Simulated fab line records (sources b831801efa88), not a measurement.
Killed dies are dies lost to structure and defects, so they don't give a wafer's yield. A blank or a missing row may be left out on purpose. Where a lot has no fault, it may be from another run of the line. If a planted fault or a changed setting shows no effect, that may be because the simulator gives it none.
What tool caused it?    flow gf180mcu    Sampling: 7 lots, 21 wafers, 2 of 602 route steps

WHAT THE GAUGES SHOWED, per wafer
GF_LVPWELL_TW_MEAS_11.
lot   measured     on             LVPWELL_TW
L586  day 4 14:35  film_metro-01  556 558 554
L590  day 5 13:29  film_metro-04  568 568 568
L595  day 6 15:38  film_metro-02  600 598 598
L597  day 7 05:23  film_metro-04  624 624 622
L600  day 7 22:46  film_metro-01  553 553 550
L602  day 8 08:39  film_metro-04  575 571 572
L604  day 8 19:13  film_metro-04  571 570 570

TOOL THAT RAN EACH LOT (tool first, then ch and the chambers of the sampled wafers, then the start)
lot   GF_LVPWELL_IMPLANT_08
L586  implanter-03 ch 0, day 4 14:13
L590  implanter-04 ch 0, day 5 13:07
L595  implanter-04 ch 0, day 6 15:16
L597  implanter-04 ch 0, day 7 05:02
L600  implanter-01 ch 0, day 7 22:22
L602  implanter-03 ch 0, day 8 08:16
L604  implanter-03 ch 0, day 8 18:52
- GF_LVPWELL_IMPLANT_08

THE ANSWER, worked out from the rows above alone
Rule: what is usual is taken from the lots themselves. The widest of any qualifying gaps counts: lots, ordered by their means at a reading, are off when they make up no more than a third of the lots, leave a main group of 4 or more, and stand apart from it by 3 or more times the standard deviation of that group's means. Not used: any main group whose means are identical at the precision the tables above print for the reading. A lot without any number at a reading at which 4 lots or more have one is off too. Any other lot the step has rows for is counted as sound.
Off: L595, L597, seen at GF_LVPWELL_TW_MEAS_11 (LVPWELL_TW). The main group: mean 564, standard deviation 8.2.
A tool fits if, at a process step before that reading, it ran every lot that is off, and no sound lot after the first of them. Gauges at GF_LVPWELL_TW_MEAS_11: tried the same way as those tools. One candidate fits, namely implanter-04 at GF_LVPWELL_IMPLANT_08. A fault onset in the window from L590 (day 5 13:07, its last sound lot) to L595 (day 6 15:16, its first lot off) fits.

WHAT THE SIMULATOR PUT IN
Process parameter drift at GF_LVPWELL_IMPLANT_08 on implanter-04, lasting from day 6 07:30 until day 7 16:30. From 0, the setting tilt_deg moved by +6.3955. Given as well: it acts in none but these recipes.
Shown lots that were struck: L595, L597. The same result came from the rule above.
